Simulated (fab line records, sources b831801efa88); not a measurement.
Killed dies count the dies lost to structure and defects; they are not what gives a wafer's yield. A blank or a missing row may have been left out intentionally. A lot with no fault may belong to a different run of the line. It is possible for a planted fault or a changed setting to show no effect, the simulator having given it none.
Matching of chambers :: flow gf180mcu :: 4 sister chambers for GF_V5_CMP_04 on cmp-01
The step polishes SiO2. 20 wafers are shown with their chamber, then 10 later ones without.

== EACH WAFER AND ITS CHAMBER ==
wafer: L074.1
chamber: 0
motor_current_A (A): 10.3
retaining_ring_pressure_frac: 1.003

wafer: L074.2
chamber: 3
motor_current_A (A): 11.0
retaining_ring_pressure_frac: 0.997

wafer: L074.6
chamber: 3
motor_current_A (A): 11.1
retaining_ring_pressure_frac: 0.998

wafer: L075.4
chamber: 0
motor_current_A (A): 10.5
retaining_ring_pressure_frac: 0.999

wafer: L075.5
chamber: 2
motor_current_A (A): 12.1
retaining_ring_pressure_frac: 1.004

wafer: L075.6
chamber: 1
motor_current_A (A): 11.9
retaining_ring_pressure_frac: 1.001

wafer: L076.2
chamber: 3
motor_current_A (A): 11.4
retaining_ring_pressure_frac: 0.998

wafer: L076.3
chamber: 1
motor_current_A (A): 11.7
retaining_ring_pressure_frac: 1.012

wafer: L076.5
chamber: 1
motor_current_A (A): 11.6
retaining_ring_pressure_frac: 1.002

wafer: L078.2
chamber: 2
motor_current_A (A): 12.0
retaining_ring_pressure_frac: 1.006

wafer: L078.3
chamber: 0
motor_current_A (A): 10.0
retaining_ring_pressure_frac: 1.002

wafer: L078.4
chamber: 3
motor_current_A (A): 11.2
retaining_ring_pressure_frac: 0.999

wafer: L085.2
chamber: 2
motor_current_A (A): 11.7
retaining_ring_pressure_frac: 1.007

wafer: L085.5
chamber: 1
motor_current_A (A): 12.3
retaining_ring_pressure_frac: 1.007

wafer: L085.6
chamber: 2
motor_current_A (A): 12.4
retaining_ring_pressure_frac: 1.007

wafer: L086.2
chamber: 1
motor_current_A (A): 11.5
retaining_ring_pressure_frac: 1.006

wafer: L086.3
chamber: 3
motor_current_A (A): 11.2
retaining_ring_pressure_frac: 1.001

wafer: L086.6
chamber: 0
motor_current_A (A): 10.0
retaining_ring_pressure_frac: 1.004

wafer: L087.2
chamber: 1
motor_current_A (A): 12.0
retaining_ring_pressure_frac: 1.000

wafer: L087.4
chamber: 3
motor_current_A (A): 11.0
retaining_ring_pressure_frac: 1.001

SIGNATURES (averages over the wafers above)
reading: motor_current_A
chamber 0: 10.200
chamber 1: 11.833
chamber 2: 12.050
chamber 3: 11.150
scatter within a chamber: 0.247

reading: retaining_ring_pressure_frac
chamber 0: 1.00200
chamber 1: 1.00467
chamber 2: 1.00600
chamber 3: 0.99900
scatter within a chamber: 0.00293
Rule: a wafer's distance from a chamber is the root of the sum, over the readings, of the square of ((its reading less the chamber's mean) divided by the reading's scatter). The wafer belongs to the nearest chamber; if the next one is less than 2 further off, it can't be placed. The scatter: take each reading less its chamber's mean, square it, sum over the shown wafers, divide by the number of wafers less the number of chambers, and take the root.

== WAFERS WITHOUT THEIR CHAMBER ==
wafer: L087.6
motor_current_A (A): 12.1
retaining_ring_pressure_frac: 1.000

wafer: L090.1
motor_current_A (A): 10.2
retaining_ring_pressure_frac: 1.006

wafer: L090.3
motor_current_A (A): 11.4
retaining_ring_pressure_frac: 1.000

wafer: L090.5
motor_current_A (A): 10.0
retaining_ring_pressure_frac: 1.004

wafer: L091.2
motor_current_A (A): 11.3
retaining_ring_pressure_frac: 0.991

wafer: L091.3
motor_current_A (A): 10.9
retaining_ring_pressure_frac: 0.996

wafer: L091.4
motor_current_A (A): 11.9
retaining_ring_pressure_frac: 1.006

wafer: L092.2
motor_current_A (A): 11.2
retaining_ring_pressure_frac: 1.002

wafer: L092.3
motor_current_A (A): 11.0
retaining_ring_pressure_frac: 1.004

wafer: L092.6
motor_current_A (A): 10.7
retaining_ring_pressure_frac: 1.005

== CHAMBER TAKEN BY EACH ==
wafer: L087.6
from the rows above: can't be placed: 1 or 2 or 3
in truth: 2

wafer: L090.1
from the rows above: 0
in truth: 0

wafer: L090.3
from the rows above: can't be placed: 3 or 1
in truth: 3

wafer: L090.5
from the rows above: 0
in truth: 0

wafer: L091.2
from the rows above: 3
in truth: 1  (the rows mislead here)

wafer: L091.3
from the rows above: 3
in truth: 3

wafer: L091.4
from the rows above: can't be placed: 1 or 2
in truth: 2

wafer: L092.2
from the rows above: can't be placed: 3 or 1
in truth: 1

wafer: L092.3
from the rows above: can't be placed: 3 or 0 or 1
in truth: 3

wafer: L092.6
from the rows above: can't be placed: 0 or 3
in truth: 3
Correctly placed: 3 of 10. These rows do not allow placing 6 (true chamber among the candidates in 6). Placed wrongly: 1.
